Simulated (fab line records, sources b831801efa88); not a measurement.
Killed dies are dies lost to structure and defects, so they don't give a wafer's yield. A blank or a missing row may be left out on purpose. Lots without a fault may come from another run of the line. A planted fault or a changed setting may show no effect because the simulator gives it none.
Split-lot experiment | flow sky130 | 5 lots, 23 wafers read, on a route of 708 steps

THE SPLIT
At SKY_CAPM_DEVELOP_11 (develop time 60 s), the setting dev_temp_c was moved away from the recipe's 23 C on 8 of the 23 wafers read, by -16.0% to +13.8%. The other wafers ran this setting at the recipe's value.

The file shows no step between the split and the reading.

THE READING
CAPM.cd_nm (the simulator's own value, which no gauge read), in nm, at SKY_CAPM_METAL_ETCH_13 (etches TiN in Cl2/BCl3, stops on SiO2, target depth 220 nm, time 62.9 s). The file gives no usual value for it. The 15 wafers here that ran the recipe average 999.8 nm, standard deviation 2.1 nm.

wafer  | tool, chamber at the split | dev_temp_c as run, C | against the recipe | CAPM.cd_nm, nm | against lot-mates on the recipe
L077.1 | litho_track-02, 0          | 23                   | recipe             | 1002           | -
L077.2 | litho_track-02, 0          | 23                   | recipe             | 1002           | -
L077.3 | litho_track-02, 0          | 25.51                | +10.9%             | 1008           | +7.0
L077.4 | litho_track-02, 0          | 23                   | recipe             | 998.9          | -
L077.5 | litho_track-02, 0          | 25.51                | +10.9%             | 1007           | +6.0
L079.1 | litho_track-04, 0          | 19.31                | -16.0%             | 989.4          | -11.6
L079.2 | litho_track-04, 0          | 23                   | recipe             | 1003           | -
L079.3 | litho_track-04, 0          | 19.31                | -16.0%             | 985.3          | -15.8
L079.4 | litho_track-04, 0          | 23                   | recipe             | 999.1          | -
L079.5 | litho_track-04, 0          | 19.31                | -16.0%             | 990.3          | -10.8
L080.2 | litho_track-02, 0          | 23                   | recipe             | 998            | -
L080.3 | litho_track-02, 0          | 23                   | recipe             | 1000           | -
L080.4 | litho_track-02, 0          | 23                   | recipe             | 1000           | -
L080.5 | litho_track-02, 0          | 23                   | recipe             | 998.5          | -
L080.6 | litho_track-02, 0          | 23                   | recipe             | 1002           | -
L083.1 | litho_track-02, 0          | 26.18                | +13.8%             | 1014           | +13.7
L083.3 | litho_track-02, 0          | 26.18                | +13.8%             | 1011           | +10.7
L083.4 | litho_track-02, 0          | 26.18                | +13.8%             | 1012           | +11.7
L083.5 | litho_track-02, 0          | 23                   | recipe             | 1001           | -
L083.6 | litho_track-02, 0          | 23                   | recipe             | 999.6          | -
L085.1 | litho_track-01, 0          | 23                   | recipe             | 996.1          | -
L085.2 | litho_track-01, 0          | 23                   | recipe             | 995.7          | -
L085.4 | litho_track-01, 0          | 23                   | recipe             | 1001           | -

THE FIT
A straight line over all 23 wafers: CAPM.cd_nm changes by +0.78 nm for each +1% of dev_temp_c; r = +0.95; the points scatter about the line by 2.1 nm.
The same after taking each lot's own level away (the mean of its wafers on the recipe; 23 wafers): +0.792 nm for each +1%; r = +0.96; scatter 1.9 nm.
On that fit, the largest move of dev_temp_c shifts the reading by 13 nm.
The lots' own levels span 997.60 to 1001.05 nm, that is 1.7 times the standard deviation above.
So the lot-to-lot level changes the slope little: the two slopes agree.
Check: with one of the wafers moved furthest among these (-16.0%) left out of the fit, the line predicts -13.1 nm for it against its lot-mates. It came out at -11.6 nm against them.

THE FILE'S OWN FIT
CAPM.cd_nm changes by +0.771 nm for each +1% of dev_temp_c, r = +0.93.
